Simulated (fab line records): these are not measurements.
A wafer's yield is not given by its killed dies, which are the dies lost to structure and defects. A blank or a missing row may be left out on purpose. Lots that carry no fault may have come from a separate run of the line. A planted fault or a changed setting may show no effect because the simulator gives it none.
Chamber matching / flow sky130 / SKY_VIA1_CMP_24 on cmp-01 has 4 sister chambers
The step polishes, stops on SiO2, t overpolish 15 s, target thk 0 nm. 4 wafers are shown with their chamber, then 7 later ones without.

WAFERS WITH THEIR CHAMBER
wafer=L656.2; chamber=2; motor_current_A (A)=8.6
wafer=L656.5; chamber=1; motor_current_A (A)=11.0
wafer=L657.2; chamber=3; motor_current_A (A)=11.9
wafer=L657.3; chamber=0; motor_current_A (A)=11.9

WAFERS MISSING THEIR CHAMBER
wafer=L657.5; motor_current_A (A)=11.3
wafer=L661.1; motor_current_A (A)=11.3
wafer=L661.2; motor_current_A (A)=11.6
wafer=L661.6; motor_current_A (A)=10.8
wafer=L671.1; motor_current_A (A)=11.1
wafer=L671.4; motor_current_A (A)=11.2
wafer=L671.5; motor_current_A (A)=11.8

EACH ONE'S CHAMBER
wafer=L657.5; from the rows above=can't be placed: 1 or 0 or 3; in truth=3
wafer=L661.1; from the rows above=can't be placed: 1 or 0 or 3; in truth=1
wafer=L661.2; from the rows above=can't be placed: 0 or 3 or 1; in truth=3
wafer=L661.6; from the rows above=1; in truth=1
wafer=L671.1; from the rows above=1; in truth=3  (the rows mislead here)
wafer=L671.4; from the rows above=1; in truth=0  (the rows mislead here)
wafer=L671.5; from the rows above=can't be placed: 0 or 3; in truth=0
Placed correctly: 1 of 7. Not placeable from these rows: 4 (in 4, the candidates include the true chamber). Number placed wrongly: 2.
How it was worked out, from the rows above alone: a wafer's distance from a chamber is the root of the sum, over the readings, of the square of ((its reading less the chamber's mean) divided by the reading's scatter). The wafer belongs to the nearest chamber; if the next one is less than 2 further off, it can't be placed. Each chamber's mean is taken over the wafers shown for it. The scatter: with one shown wafer a chamber, the root of the mean of the squares of how far each hidden wafer lies from its nearest shown one.
